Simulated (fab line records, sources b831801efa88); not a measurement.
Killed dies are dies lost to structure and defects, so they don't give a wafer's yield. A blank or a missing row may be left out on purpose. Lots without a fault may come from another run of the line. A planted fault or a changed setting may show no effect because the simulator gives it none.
fab line records | flow sky130
record lots=14 wafers=42 last_day=51
route steps=708 shown LDD_P@262 LDD_HVN@277 LDD_HVP@285 LDD_LDN@295 PAD_OPEN@708
lots that met no fault: from a run of the same line without faults
start_h: hours from the record's first day to the start of the lot's first wafer shown | wait_h: hours since the lot's step before | " the same as in the row above | L1.1+2: a row that stands for several wafers | - no value, or no start given | * or withheld: withheld | < > ~ a bound
route shown NAME@n: a module of which the file shows steps, and the number in the route of the first | usual: mean/standard deviation of fault-free wafers | same: alike in all rows | chamber/n: place in a boat | sites: the reading at each site | _std_site: their standard deviation | _edge_site: outer sites' mean less inner sites' | radius_mm: how far each site lies from the wafer's centre | mask NAME#n: copy n | behind: the tool/chamber that last shaped the wafer | hold: why the lot was held/for how many hours/how that ended | device: the transistor (n, p or np) that didn't switch | end of line: the same wafers' tests at the end of the route | a step without rows: its recipe alone | killed: dies lost to structure and defects at the first sort, not the wafer's yield | map: a wafer's dies, x killed, . not, _ none there
set.NAME: the setting as run; set.NAME@STEP: as run at that earlier step | model.NAME: the simulator's own value behind a step, which no gauge read
steps of the route over a sample of lots; a table a step, a row a wafer
## steps
# step SKY_LDD_P_CD_MEAS_07
# recipe target_cd_nm=380
# usual cd_nm=379.5/2.2
# columns lot.wafer tool chamber start_h wait_h cd_nm
L234.1 cd_sem-01 - 451.35 0.1 380.3
L234.3 " - " " 381.9
L234.6 " - " " 380.4
L236.3 cd_sem-02 - 466.20 0.2 375.0
L236.4 " - " " 378.2
L236.5 " - " " 376.6
L235.1 cd_sem-02 - 466.48 0.1 377.1
L235.4 " - " " 379.8
L235.5 " - " " 381.8
L237.1 cd_sem-01 - 479.00 0.1 378.7
L237.4 " - " " 378.6
L237.6 " - " " 378.3
L238.1 cd_sem-02 - 489.16 0.1 381.8
L238.5 " - " " 383.8
L238.6 " - " " 380.7
L240.2 cd_sem-01 - 503.28 0.1 381.5
L240.3 " - " " 379.5
L240.4 " - " " 378.8
L241.1 cd_sem-01 - 512.81 0.1 379.8
L241.2 " - " " 380.4
L241.5 " - " " 379.3
L242.3 cd_sem-02 - 532.10 0.1 379.8
L242.4 " - " " 381.1
L242.6 " - " " 379.1
L246.1 cd_sem-01 - 567.75 0.1 376.9
L246.2 " - " " 377.0
L246.5 " - " " 376.6
L250.2 cd_sem-02 - 601.98 0.1 378.3
L250.5 " - " " 376.2
L250.6 " - " " 380.0
L252.1 cd_sem-01 - 611.33 0.1 381.1
L252.3 " - " " 380.4
L252.6 " - " " 380.2
L254.1 cd_sem-01 - 627.21 0.1 381.8
L254.3 " - " " 381.6
L254.6 " - " " 381.8
L255.4 cd_sem-01 - 634.72 0.1 376.5
L255.5 " - " " 379.3
L255.6 " - " " 377.9
L257.2 cd_sem-02 - 645.73 0.1 378.1
L257.3 " - " " 378.0
L257.5 " - " " 381.0
# step SKY_LDD_HVN_TW_MEAS_10
# usual LDD_HVN_TW=1437/13
# columns lot.wafer tool chamber start_h wait_h LDD_HVN_TW
L234.1 film_metro-02 - 483.08 0.1 1452
L234.3 " - " " 1446
L234.6 " - " " 1458
L236.3 film_metro-02 - 496.12 0.1 1454
L236.4 " - " " 1446
L236.5 " - " " 1447
L235.1 film_metro-03 - 497.87 0.1 1416
L235.4 " - " " 1416
L235.5 " - " " 1423
L237.1 film_metro-01 - 510.03 0.1 1440
L237.4 " - " " 1444
L237.6 " - " " 1443
L238.1 film_metro-01 - 520.03 0.1 1434
L238.5 " - " " 1434
L238.6 " - " " 1442
L240.2 film_metro-02 - 534.54 0.1 1450
L240.3 " - " " 1452
L240.4 " - " " 1443
L241.1 film_metro-01 - 544.70 0.1 1436
L241.2 " - " " 1440
L241.5 " - " " 1437
L242.3 film_metro-02 - 563.74 0.1 1450
L242.4 " - " " 1450
L242.6 " - " " 1442
L246.1 film_metro-03 - 599.02 0.1 1417
L246.2 " - " " 1409
L246.5 " - " " 1416
L250.2 film_metro-03 - 633.76 0.1 1437
L250.5 " - " " 1441
L250.6 " - " " 1436
L252.1 film_metro-02 - 643.35 0.1 1447
L252.3 " - " " 1438
L252.6 " - " " 1441
L254.1 film_metro-02 - 658.75 0.1 1440
L254.3 " - " " 1456
L254.6 " - " " 1446
L255.4 film_metro-02 - 666.38 0.1 1438
L255.5 " - " " 1449
L255.6 " - " " 1447
L257.2 film_metro-02 - 676.84 0.1 1435
L257.3 " - " " 1439
L257.5 " - " " 1439
# step SKY_LDD_HVP_OVL_MEAS_07
# usual LDD_HVP_OVL=1.2/1.3
# columns lot.wafer tool chamber start_h wait_h LDD_HVP_OVL[nm]
L234.1 overlay-01 - 513.70 0.1 -0.4
L234.3 " - " " 1.9
L234.6 " - " " 1.3
L236.3 overlay-01 - 527.66 0.1 0.8
L236.4 " - " " 0.4
L236.5 " - " " 1.0
L235.1 overlay-01 - 528.84 0.1 1.6
L235.4 " - " " 0.5
L235.5 " - " " -0.1
L237.1 overlay-02 - 540.04 0.1 1.8
L237.4 " - " " 3.2
L237.6 " - " " 1.7
L238.1 overlay-02 - 551.06 0.1 -0.1
L238.5 " - " " 3.1
L238.6 " - " " 1.8
L240.2 overlay-01 - 565.46 0.1 2.4
L240.3 " - " " 1.3
L240.4 " - " " 1.1
L241.1 overlay-01 - 576.15 0.1 1.1
L241.2 " - " " -0.9
L241.5 " - " " -1.3
L242.3 overlay-01 - 594.56 0.1 0.5
L242.4 " - " " 0.3
L242.6 " - " " 0.3
L246.1 overlay-02 - 629.10 0.1 1.7
L246.2 " - " " 1.1
L246.5 " - " " -0.1
L250.2 overlay-01 - 664.31 0.1 3.0
L250.5 " - " " 1.7
L250.6 " - " " 3.7
L252.1 overlay-01 - 673.51 0.1 1.5
L252.3 " - " " -0.7
L252.6 " - " " -0.5
L254.1 overlay-02 - 687.99 0.1 1.8
L254.3 " - " " 2.7
L254.6 " - " " 2.5
L255.4 overlay-02 - 695.98 0.1 3.0
L255.5 " - " " 3.6
L255.6 " - " " 2.0
L257.2 overlay-01 - 707.12 0.1 2.5
L257.3 " - " " 0.9
L257.5 " - " " 1.7
# step SKY_LDD_LDN_DEVELOP_06
# recipe resist=NOVOLAK developer=TMAH develop_time_s=60 dev_temp_c=23
# usual developer_temp_C=23.02/0.1
# columns lot.wafer tool chamber start_h wait_h developer_temp_C
L234.1 litho_track-02 0 545.20 0.1 22.89
L234.3 " 0 " " 22.87
L234.6 " 0 " " 22.89
L236.3 litho_track-04 0 559.03 0.1 23.23
L236.4 " 0 " " 23.09
L236.5 " 0 " " 22.93
L235.1 litho_track-01 0 560.19 0.1 22.84
L235.4 " 0 " " 22.95
L235.5 " 0 " " 22.90
L237.1 litho_track-01 0 571.04 0.1 22.96
L237.4 " 0 " " 22.90
L237.6 " 0 " " 22.87
L238.1 litho_track-04 0 582.23 0.1 23.08
L238.5 " 0 " " 23.19
L238.6 " 0 " " 23.04
L240.2 litho_track-04 0 596.86 0.1 22.98
L240.3 " 0 " " 23.20
L240.4 " 0 " " 23.28
L241.1 litho_track-04 0 606.88 0.1 22.05
L241.2 " 0 " " 21.96
L241.5 " 0 " " 22.19
L242.3 litho_track-04 0 625.58 0.1 22.09
L242.4 " 0 " " 22.07
L242.6 " 0 " " 22.13
L246.1 litho_track-01 0 660.14 0.1 23.13
L246.2 " 0 " " 23.04
L246.5 " 0 " " 23.00
L250.2 litho_track-04 0 694.26 0.1 23.06
L250.5 " 0 " " 22.97
L250.6 " 0 " " 23.08
L252.1 litho_track-02 0 703.15 0.1 23.05
L252.3 " 0 " " 23.21
L252.6 " 0 " " 23.10
L254.1 litho_track-04 0 718.43 0.1 22.91
L254.3 " 0 " " 23.26
L254.6 " 0 " " 22.95
L255.4 litho_track-04 0 726.06 0.1 22.98
L255.5 " 0 " " 23.03
L255.6 " 0 " " 23.19
L257.2 litho_track-04 0 737.31 0.1 22.87
L257.3 " 0 " " 22.94
L257.5 " 0 " " 22.99
# step SKY_PAD_OPEN_PROBE_99
# usual killed_at_M0_to_M3=43/7 killed_at_M4_up=3.1/1.5 killed_at_contacts=23/4.9 killed_at_front_end=16/3.9 killed_at_other=0.3/0.52 killed_dies=86/8.2 killed_open=47/6.1 killed_short=38/5.8
# same gross_dies=492 killed_at_back_side=0
# columns lot.wafer tool chamber start_h wait_h killed_at_M0_to_M3 killed_at_M4_up killed_at_contacts killed_at_front_end killed_at_other killed_dies killed_open killed_short
L238.1 prober-02 - 1133.32 0.1 49 5 26 16 0 96 50 45
L238.5 prober-02 - 1133.52 0.2 40 2 22 11 0 75 40 32
L238.6 prober-02 - 1133.57 0.2 49 2 22 11 1 85 51 34
# killed by level:class
L238.1 VIA1:geometric_particle:open=12 CONTACT:geometric_particle:open=10 VIA1:geometric_particle:short=10 LI_CONTACT:geometric_particle:open=7 FIELD_ISO:geometric_particle:open=5 POLY_GATE:geometric_particle:open=5 METAL2:geometric_particle:short=5 VIA3:geometric_particle:open=5
L238.5 VIA1:geometric_particle:open=11 LI_CONTACT:geometric_particle:open=7 CONTACT:geometric_particle:open=6 METAL1:geometric_particle:short=5 METAL2:geometric_particle:short=5 LOCAL_INTERCONNECT:geometric_particle:short=4 CONTACT:geometric_particle:short=4 VIA1:geometric_particle:short=4
L238.6 VIA1:geometric_particle:open=13 LI_CONTACT:geometric_particle:open=8 METAL2:geometric_particle:short=7 VIA3:geometric_particle:open=6 CONTACT:geometric_particle:open=6 VIA2:geometric_particle:open=6 VIA1:geometric_particle:short=5 FIELD_ISO:geometric_particle:short=4
## key
first_sign step=SKY_LDD_LDN_DEVELOP_06 reading=developer_temp_C direction=down sigmas=8.9 usual=* struck=*
effect none on later readings
met_at SKY_LDD_LDN_DEVELOP_06
struck_lots L241,L242
tester_left_out L241,L242
not_acting_at SKY_LDD_P_CD_MEAS_07,SKY_LDD_HVN_TW_MEAS_10,SKY_LDD_HVP_OVL_MEAS_07
onset_between 596.86 606.88
fault kind=process_parameter_drift tool=litho_track-04 chamber=- onset_h=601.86 steps=SKY_LDD_LDN_DEVELOP_06 channel=dev_temp_c offset=* shape=step end_h=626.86 acts_in=* stated=*
# tester_left_out: of these lots the tester's yield and bins aren't shown, on N5 and GAA mostly nor the transistor test; their killed dies are dies lost to structure and defects alone, not to doping, threshold or leakage, so they don't give the yield
